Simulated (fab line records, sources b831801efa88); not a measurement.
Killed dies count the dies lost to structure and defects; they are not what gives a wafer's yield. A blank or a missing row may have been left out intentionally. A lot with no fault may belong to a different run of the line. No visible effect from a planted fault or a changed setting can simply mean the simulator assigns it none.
Chamber matching	flow gf180mcu	4 sister chambers for GF_V5_ETCH_16 on rie-diel-02
The step etches BARC in N2/H2. 22 wafers are shown with their chamber, then 11 later ones without.

WAFERS, EACH WITH ITS CHAMBER
wafer	chamber	drypump-motor-current-A (A)	throttle-valve-pct (%)	oes-product-au (a.u.)
L075.1	2	6.1	13.205	0.857
L075.2	3	5.4	13.213	0.856
L075.3	1	5.5	13.233	0.861
L076.2	3	5.4	13.224	0.850
L076.3	1	5.6	13.223	0.847
L076.6	3	5.4	13.231	0.850
L078.1	0	6.2	13.227	0.853
L078.2	1	5.5	13.218	0.853
L078.5	3	5.4	13.227	0.855
L079.1	2	6.1	13.222	0.855
L079.3	3	5.4	13.229	0.843
L079.5	3	5.4	13.229	0.866
L083.3	3	5.4	13.217	0.856
L083.4	2	6.1	13.216	0.856
L083.6	3	5.4	13.234	0.860
L088.2	1	5.5	13.239	0.848
L088.4	0	6.2	13.234	0.854
L088.5	2	6.1	13.219	0.859
L090.1	0	6.2	13.218	0.849
L090.2	3	5.5	13.223	0.850
L090.3	2	6.1	13.220	0.848
L090.4	1	5.6	13.213	0.854

SIGNATURES (means of the wafers above)
reading	chamber 0	chamber 1	chamber 2	chamber 3	scatter within a chamber
drypump-motor-current-A	6.200	5.540	6.100	5.411	0.0341
throttle-valve-pct	13.22633	13.22520	13.21640	13.22522	0.00793
oes-product-au	0.85200	0.85260	0.85500	0.85400	0.00561
Rule: for each reading, subtract the chamber's mean from the wafer's reading, divide by that reading's scatter and square the result; add these up over the readings and take the root, which gives the wafer's distance from the chamber. If the next closest chamber is less than 2 further off than the closest, the wafer can't be placed; otherwise it belongs to the closest. The scatter: take each reading less its chamber's mean, square it, sum over the shown wafers, divide by the number of wafers less the number of chambers, and take the root.

WAFERS WHOSE CHAMBER IS MISSING
wafer	drypump-motor-current-A (A)	throttle-valve-pct (%)	oes-product-au (a.u.)
L090.5	5.5	13.233	0.864
L090.6	6.1	13.232	0.859
L093.1	5.6	13.211	0.862
L093.3	6.1	13.222	0.858
L093.5	5.5	13.209	0.844
L094.2	5.4	13.224	0.863
L094.4	6.1	13.229	0.856
L094.5	6.1	13.232	0.854
L095.2	5.6	13.228	0.851
L095.3	6.1	13.219	0.856
L095.5	5.4	13.200	0.853

THE CHAMBER EACH PASSED THROUGH
wafer	from the rows above	in truth
L090.5	can't be placed: 1 or 3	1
L090.6	can't be placed: 2 or 0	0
L093.1	1	1
L093.3	2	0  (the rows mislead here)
L093.5	can't be placed: 1 or 3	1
L094.2	3	3
L094.4	can't be placed: 2 or 0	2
L094.5	can't be placed: 2 or 0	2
L095.2	1	1
L095.3	2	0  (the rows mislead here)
L095.5	can't be placed: 3 or 1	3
Placed correctly: 3 of 11. Not placeable from these rows: 6 (in 6, the candidates include the true chamber). Wrongly placed: 2.
